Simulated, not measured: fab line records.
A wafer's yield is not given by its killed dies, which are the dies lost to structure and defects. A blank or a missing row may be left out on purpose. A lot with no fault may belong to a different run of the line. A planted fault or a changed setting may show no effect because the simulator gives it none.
The tool behind it: which one?    flow gf180mcu    13 lots, 39 wafers sampled, at 5 steps of a route of 602

WHAT THE GAUGES SHOWED, per wafer
GF_HV_LDD_CD_MEAS_46: the cd target is 400 nm.
lot   measured      on         cd-nm (nm)
L227  day 12 09:37  cd-sem-02  397.2 400.1 399.1
L231  day 14 00:18  cd-sem-02  402.9 402.5 400.1
L232  day 14 12:49  cd-sem-02  403.4 402.5 402.6
L233  day 14 21:11  cd-sem-01  394.6 395.1 396.8
L234  day 15 09:50  cd-sem-02  397.1 397.9 400.0
L235  day 15 17:35  cd-sem-02  396.4 399.9 396.3
L240  day 17 14:01  cd-sem-02  396.3 396.6 395.8
L243  day 18 06:30  cd-sem-01  400.4 397.8 397.7
L244  day 18 07:17  cd-sem-01  404.1 403.7 403.4
L246  day 19 00:26  cd-sem-01  399.3 400.1 397.4
L247  day 19 07:20  cd-sem-01  398.4 399.4 400.3
L248  day 19 14:58  cd-sem-01  398.3 399.4 399.7
L249  day 20 01:32  cd-sem-01  400.6 399.6 400.3

GF_HV_LDD_RS_MEAS_53: a four-point-probe measurement.
lot   measured      on             HV_LDD_RS (ohm/sq)
L227  day 12 10:11  film-metro-01  417.8 419.0 417.3
L231  day 14 00:53  film-metro-01  418.1 418.5 418.2
L232  day 14 13:31  film-metro-01  418.2 418.2 418.6
L233  day 14 21:46  film-metro-04  417.9 417.9 417.3
L234  day 15 10:34  film-metro-01  418.4 419.1 418.3
L235  day 15 18:11  film-metro-03  418.7 420.0 419.4
L240  day 17 14:36  film-metro-03  418.1 417.7 418.3
L243  day 18 07:05  film-metro-01  409.5 408.8 409.3
L244  day 18 07:52  film-metro-03  411.7 410.8 411.4
L246  day 19 01:01  film-metro-03  419.8 418.8 418.7
L247  day 19 07:55  film-metro-03  419.5 420.0 419.1
L248  day 19 15:34  film-metro-01  418.0 417.0 418.6
L249  day 20 02:07  film-metro-04  419.2 418.1 418.2

GF_NSD_CD_MEAS_07: the cd target is 400 nm.
lot   measured      on         cd-nm (nm)
L227  day 13 07:11  cd-sem-02  400.6 400.2 400.5
L231  day 15 01:00  cd-sem-02  401.5 398.3 400.7
L232  day 15 13:52  cd-sem-02  399.6 400.1 399.8
L233  day 15 22:14  cd-sem-01  399.2 397.5 400.3
L234  day 16 11:23  cd-sem-01  398.5 399.6 399.5
L235  day 16 19:59  cd-sem-01  401.9 399.6 400.6
L240  day 18 16:37  cd-sem-02  399.9 402.9 401.9
L243  day 19 09:48  cd-sem-01  401.5 400.4 398.2
L244  day 19 11:41  cd-sem-01  397.6 399.3 398.1
L246  day 20 04:08  cd-sem-01  400.1 398.4 399.3
L247  day 20 10:44  cd-sem-02  395.6 396.5 397.8
L248  day 20 19:28  cd-sem-01  399.9 397.3 400.9
L249  day 21 04:14  cd-sem-02  397.8 397.5 399.0

WHAT TOOL EACH LOT RAN ON (gives the tool, then ch and the chambers of the sampled wafers, and finally the start)
lot   GF_HV_LDD_IMPLANT_36             GF_HV_LDD_ETCHBACK_58
L227  implanter-01 ch 0, day 11 15:57  rie-diel-01 ch 2,3, day 12 12:52
L231  implanter-01 ch 0, day 13 05:24  rie-diel-02 ch 1,2, day 14 04:47
L232  implanter-02 ch 0, day 13 17:44  rie-diel-01 ch 0,1, day 14 16:43
L233  implanter-02 ch 0, day 14 00:35  rie-diel-01 ch 0,1, day 15 01:10
L234  implanter-02 ch 0, day 14 12:29  rie-diel-04 ch 0,1,3, day 15 13:16
L235  implanter-01 ch 0, day 14 20:31  rie-diel-04 ch 0,1,3, day 15 21:22
L240  implanter-01 ch 0, day 16 14:47  rie-diel-01 ch 0,1,3, day 17 17:17
L243  implanter-02 ch 0, day 17 06:45  rie-diel-01 ch 2,3, day 18 09:45
L244  implanter-02 ch 0, day 17 07:57  rie-diel-01 ch 1,3, day 18 11:11
L246  implanter-01 ch 0, day 18 00:41  rie-diel-04 ch 0,1,3, day 19 03:42
L247  implanter-01 ch 0, day 18 07:39  rie-diel-04 ch 0,2,3, day 19 10:32
L248  implanter-01 ch 0, day 18 14:16  rie-diel-01 ch 0,1, day 19 18:55
L249  implanter-01 ch 0, day 19 01:27  rie-diel-01 ch 0,2, day 20 04:47
- GF_HV_LDD_IMPLANT_36
- GF_HV_LDD_ETCHBACK_58: etches Si3N4 in CH3F/O2, stops on SiO2, time 100 s, target depth 90 nm.

WHAT THE TOOLS THEMSELVES READ (means of the sampled wafers that have a number; where no wafer has one, the mark that the record gives instead)
GF_HV_LDD_IMPLANT_36.
lot   tool          beam-on-s (s)  faraday-current-uA
L227  implanter-01  10.07          42.0
L231  implanter-01  9.98           42.4
L232  implanter-02  9.96           42.4
L233  implanter-02  9.67           43.7
L234  implanter-02  10.15          41.7
L235  implanter-01  9.82           43.0
L240  implanter-01  10.09          41.9
L243  implanter-02  14.08          30.1
L244  implanter-02  14.27          29.6
L246  implanter-01  10.00          42.3
L247  implanter-01  9.91           42.8
L248  implanter-01  9.94           42.5
L249  implanter-01  10.02          42.2

GF_HV_LDD_ETCHBACK_58.
lot   tool         ch3f-flow-sccm (sccm)  drypump-motor-current-A (A)  oes-product-au (a.u.)  throttle-valve-pct (%)
L227  rie-diel-01  40.10                  6.0                          0.837                  10.554
L231  rie-diel-02  40.01                  5.9                          0.847                  10.553
L232  rie-diel-01  40.12                  5.8                          0.847                  10.562
L233  rie-diel-01  39.97                  5.8                          0.838                  10.562
L234  rie-diel-04  40.04                  5.5                          0.841                  10.568
L235  rie-diel-04  39.97                  5.5                          0.839                  10.572
L240  rie-diel-01  40.05                  5.6                          0.843                  10.557
L243  rie-diel-01  40.11                  6.0                          0.835                  10.563
L244  rie-diel-01  40.03                  5.2                          0.846                  10.562
L246  rie-diel-04  40.05                  5.5                          0.840                  10.557
L247  rie-diel-04  40.02                  5.8                          0.853                  10.561
L248  rie-diel-01  39.99                  5.8                          0.840                  10.560
L249  rie-diel-01  39.93                  6.2                          0.847                  10.561

THE ANSWER, worked out from the rows above alone
Rule: the usual values come from the lots themselves. Put in order of their means at a reading, lots are off if they are a third of the lots or fewer, leave a main group of 4 or more, and stand apart from it by a gap of 3 or more times the standard deviation of the main group's means; of several such gaps the widest counts. Not used: any main group whose means are identical at the precision the tables above print for the reading. A lot without any number at a reading at which 4 lots or more have one is off too. Where the step has rows for the other lots, those lots are counted as sound. First the gauges in route order, then the tools' own readings, where a lot's mean is used as printed above. The first step at which some lot is off is used, and at that step the reading that is off furthest; a lot without a number counts as furthest.
Off: at GF_HV_LDD_RS_MEAS_53 (HV_LDD_RS), L243, L244. Mean 418.5 ohm/sq and standard deviation 0.58 in the main group.
If a tool, at a process step before that reading, ran all the lots that are off and no sound lot after the first of them, it fits. Not tried: the gauges at GF_HV_LDD_RS_MEAS_53; whatever is off there is also off at GF_HV_LDD_IMPLANT_36, on other tools, and gauge error can't account for it. One candidate fits, namely implanter-02 at GF_HV_LDD_IMPLANT_36. Its last sound lot is L234 (day 14 12:29), its first lot that is off L243 (day 17 06:45): a fault that began between those two fits.
The tool's own readings at GF_HV_LDD_IMPLANT_36 bear it out: on the lots that are off they differ by more than 5 times the standard deviation of the sound lots' means. beam-on-s reads 14.18 s there against 9.96 s on the sound lots; faraday-current-uA reads 29.9 there against 42.4 on the sound lots.

WHAT WAS PUT IN BY THE SIMULATOR
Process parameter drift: implanter-02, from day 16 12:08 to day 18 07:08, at GF_HV_LDD_IMPLANT_36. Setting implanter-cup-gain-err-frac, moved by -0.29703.
Lots struck among those shown: L243, L244. The rule given above showed the same thing.
